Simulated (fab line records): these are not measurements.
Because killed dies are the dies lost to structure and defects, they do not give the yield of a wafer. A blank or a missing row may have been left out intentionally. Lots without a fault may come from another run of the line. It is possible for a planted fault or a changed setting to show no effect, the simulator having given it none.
A lot that was struck, set against a sound lot || flow sky130 || 44 steps out of a route of 708
Sound: wafers L796.1, L796.3, L796.5. The struck wafers were L786.1, L786.3, L786.4. The cause is given at the end.
Per side, at each step with rows, come the tool, then ch with its chambers, and then its first start. Under that, the readings that differ: sound wafers || struck wafers || difference of the means || sigmas: that difference in standard deviations of wafers without a fault.
alike: readings with means less than 2 such deviations apart, plus words and numbers identical on both sides. not compared: withheld readings, readings lacking a value on some wafer, bounds such as >300 that could conceal the same value, and numbers that have no deviation in the record and whose values overlap.
A row with sigmas, a row that says differs or no value, or rows on one side alone: a step with any of these is where the two part. Numbers that don't overlap but have no deviation are shown without sigmas and don't part them. A reading that every wafer of one side lacks parts them only if that side has two wafers or more.

first, 6 steps without rows for these wafers: SKY_LDD_HVP_HMDS_01 (prime time 60 s); SKY_LDD_HVP_COAT_02 (resist thk 300 nm); SKY_LDD_HVP_SOFTBAKE_03 (time 60 s); SKY_LDD_HVP_EXPOSE_04 (exposes mask HVPTM, target cd 700 nm); SKY_LDD_HVP_PEB_05; SKY_LDD_HVP_DEVELOP_06 (develop time 60 s).
SKY_LDD_HVP_OVL_MEAS_07:
  sound: overlay-02 at day 27 21:04; struck: overlay-02 at day 24 06:10
{"reading": "LDD_HVP_OVL (nm)", "sound": "-1.2 -1.7 -1.0", "struck": "3.9 1.8 2.8", "difference": "+4.1", "sigmas": "+3"}
then, 1 step without rows for these wafers: SKY_LDD_HVP_IMPLANT_08.
SKY_LDD_HVP_STRIP_09: strips in O2/N2.
  sound on plasma_asher-02 ch 1, day 27 21:16; struck on plasma_asher-02 ch 0,1, day 24 06:22
  alike: chamber_pressure_mTorr, drypump_motor_current_A, oes_product_au, strip_time_to_endpoint_s
  not compared: rf_hours_counter_h
SKY_LDD_HVP_TW_MEAS_10:
  sound: film_metro-01 at day 27 21:22; struck: film_metro-01 at day 24 06:28
  alike: LDD_HVP_TW
then, 2 steps without rows for these wafers: SKY_LDD_LDN_DEHYDRATE_00 (time 60 s); SKY_LDD_LDN_HMDS_01 (prime time 60 s).
SKY_LDD_LDN_COAT_02: resist thk 1140 nm.
  struck on litho_track-04, day 24 21:59; sound on litho_track-04 ch 0, day 28 11:47
  no value came back on the struck wafers for chill_plate_temp_C (C), dispense_pressure_kPa (kPa), resist_line_temp_C (C), spin_speed_rpm (rpm); on the sound wafers chill_plate_temp_C (C) reads 23.15 23.06 23.14
then, 4 steps without rows for these wafers: SKY_LDD_LDN_SOFTBAKE_03 (time 60 s); SKY_LDD_LDN_EXPOSE_04 (exposes mask LDNTM, target cd 700 nm); SKY_LDD_LDN_PEB_05; SKY_LDD_LDN_DEVELOP_06 (develop time 60 s).
SKY_LDD_LDN_OVL_MEAS_07:
  sound: overlay-01 at day 29 01:38; struck: overlay-01 at day 25 11:56
{"reading": "LDD_LDN_OVL (nm)", "sound": "-1.1 -1.1 -1.7", "struck": "- - -", "difference": "no value on the struck wafers", "sigmas": ""}
then, 4 steps without rows for these wafers: SKY_LDD_LDN_IMPLANT_08; SKY_LDD_LDN_IMPLANT_09; SKY_LDD_LDN_IMPLANT_10; SKY_LDD_LDN_IMPLANT_11.
SKY_LDD_LDN_STRIP_12: strips in O2/N2.
  sound on plasma_asher-02 ch 0,1, day 29 02:16; struck on plasma_asher-04 ch 0,1, day 25 12:34
  no value came back on the struck wafers for oes_product_au (a.u.), strip_time_to_endpoint_s (s); on the sound wafers oes_product_au (a.u.) reads 0.721 0.721 0.715
{"reading": "drypump_motor_current_A (A)", "sound": "5.2 5.2 5.2", "struck": "6.0 6.1 6.0", "difference": "+0.8", "sigmas": "+2"}
  alike: chamber_pressure_mTorr
  not compared: rf_hours_counter_h
SKY_LDD_LDN_TW_MEAS_13:
  sound: film_metro-03 at day 29 02:22; struck: film_metro-03 at day 25 12:40
  alike: LDD_LDN_TW
then, 2 steps without rows for these wafers: SKY_LDD_LDN_CLEAN_14 (cleans in SC1/SC2, time 150 s); SKY_SPACER_CVD_00 (deposits Si3N4 from DCS/NH3, target thk 43.1 nm, time 740 s).
SKY_SPACER_THK_MEAS_01:
  sound: film_metro-02 at day 29 05:01; struck: film_metro-02 at day 25 20:33
  alike: SPACER_CVD_00_THK
SKY_SPACER_ETCHBACK_02: etches Si3N4 in CH3F/O2, stops on SiO2, time 46.7 s, target depth 45 nm.
  sound on rie_diel-04 ch 0,1, day 29 05:04; struck on rie_diel-02 ch 0,1,3, day 25 20:37
  alike: chamber_pressure_mTorr, drypump_motor_current_A, oes_product_au, throttle_valve_pct
  not compared: rf_hours_counter_h
then, 8 steps without rows for these wafers: SKY_POLY_CUT_DEHYDRATE_00 (time 60 s); SKY_POLY_CUT_HMDS_01 (prime time 60 s); SKY_POLY_CUT_COAT_02 (resist thk 60 nm); SKY_POLY_CUT_COAT_03 (resist thk 447.2 nm); SKY_POLY_CUT_SOFTBAKE_04 (time 90 s); SKY_POLY_CUT_EXPOSE_05 (exposes mask NPCM, target cd 270 nm); SKY_POLY_CUT_PEB_06; SKY_POLY_CUT_DEVELOP_07 (develop time 60 s).
SKY_POLY_CUT_CD_MEAS_08 targets a cd of 270 nm.
  sound: cd_sem-02 at day 30 08:26; struck: cd_sem-01 at day 27 01:23
  alike: cd_nm
SKY_POLY_CUT_OVL_MEAS_09:
  sound: overlay-02 at day 30 08:34; struck: overlay-02 at day 27 01:31
{"reading": "POLY_CUT_OVL (nm)", "sound": "12 14 13", "struck": "-1 3 3", "difference": -11, "sigmas": -2}
SKY_POLY_CUT_ETCH_10: etches BARC in N2/H2, stops on SiO2, time 45.9 s, target depth 60 nm.
  sound on rie_diel-02 ch 2,3, day 30 08:35; struck on rie_diel-02 ch 1,2,3, day 27 01:32
  alike: chamber_pressure_mTorr, drypump_motor_current_A, oes_product_au, throttle_valve_pct
  not compared: rf_hours_counter_h
then, 1 step without rows for these wafers: SKY_POLY_CUT_ETCH_11 (etches Si3N4 in CF4/CH2F2/Ar, stops on poly-Si, time 42.5 s, target depth 60 nm).
SKY_POLY_CUT_STRIP_12: strips in O2/N2.
  sound on plasma_asher-03 ch 0,1, day 30 08:41; struck on plasma_asher-02 ch 0,1, day 27 01:37
{"reading": "drypump_motor_current_A (A)", "sound": "6.5 5.9 6.5", "struck": "5.1 5.2 5.1", "difference": -1.2, "sigmas": -2}
  alike: chamber_pressure_mTorr, oes_product_au, strip_time_to_endpoint_s
  not compared: rf_hours_counter_h
then, 1 step without rows for these wafers: SKY_SD_P_DEHYDRATE_00 (time 60 s).
-- a jump in the record: the struck wafers' starts before and after are 2 days apart (it breaks off in module SD_P and resumes in module RES_XHIGH, where the first step shown is number 341 of the route) --
SKY_RES_XHIGH_TW_MEAS_09:
  sound: film_metro-04 at day 32 15:51; struck: film_metro-03 at day 29 11:19
{"reading": "RES_XHIGH_TW", "sound": "1648 1646 1651", "struck": "1918 1930 1918", "difference": "+274", "sigmas": "+31"}
-- a jump in the record: the struck wafers' starts before and after are 18 days apart (it breaks off in module RES_XHIGH and resumes in module PAD_OPEN, where the first step shown is number 708 of the route) --
SKY_PAD_OPEN_PROBE_99:
  sound: prober-02 at day 49 23:59; struck: prober-01 at day 47 20:45
{"reading": "model.etest.tip_p_5v.rs_ohm_sq", "sound": "2861 2834 2861", "struck": "7185 7226 7117", "difference": "+4324", "sigmas": ""}
{"reading": "model.etest.pfet_01v8.r_on_ohm_um", "sound": "2882 2912 2922", "struck": "6967 7698 8766", "difference": "+4905", "sigmas": ""}
{"reading": "model.etest.tip_n_5v.rs_ohm_sq", "sound": "1393 1394 1404", "struck": "1018 1018 1030", "difference": -375, "sigmas": ""}
{"reading": "model.etest.tip_p_5v.rs_ohm_sq_range", "sound": "75.48 46.54 67.69", "struck": "270.4 256.1 335", "difference": "+223.9", "sigmas": ""}
{"reading": "model.etest.pfet_01v8.drive_ua_um", "sound": "192.1 190.1 191.6", "struck": "78.73 69.65 61.24", "difference": -121.39, "sigmas": ""}
{"reading": "model.etest.pfet_01v8_hvt.drive_ua_um", "sound": "144.5 141.2 142.7", "struck": "54.68 47.45 40.31", "difference": -95.32, "sigmas": ""}
{"reading": "model.etest.sram_pfet_latch.drive_ua_um", "sound": "142.9 139.4 143", "struck": "55.99 51.61 41.55", "difference": -92.05, "sigmas": ""}
  not compared: model.etest.pfet_g5v0d10v5.r_on_ohm_um

## WHERE THEY PART
At SKY_LDD_HVP_OVL_MEAS_07 first; at SKY_RES_XHIGH_TW_MEAS_09 last (within this record only).

WHY: the cause the simulator had injected
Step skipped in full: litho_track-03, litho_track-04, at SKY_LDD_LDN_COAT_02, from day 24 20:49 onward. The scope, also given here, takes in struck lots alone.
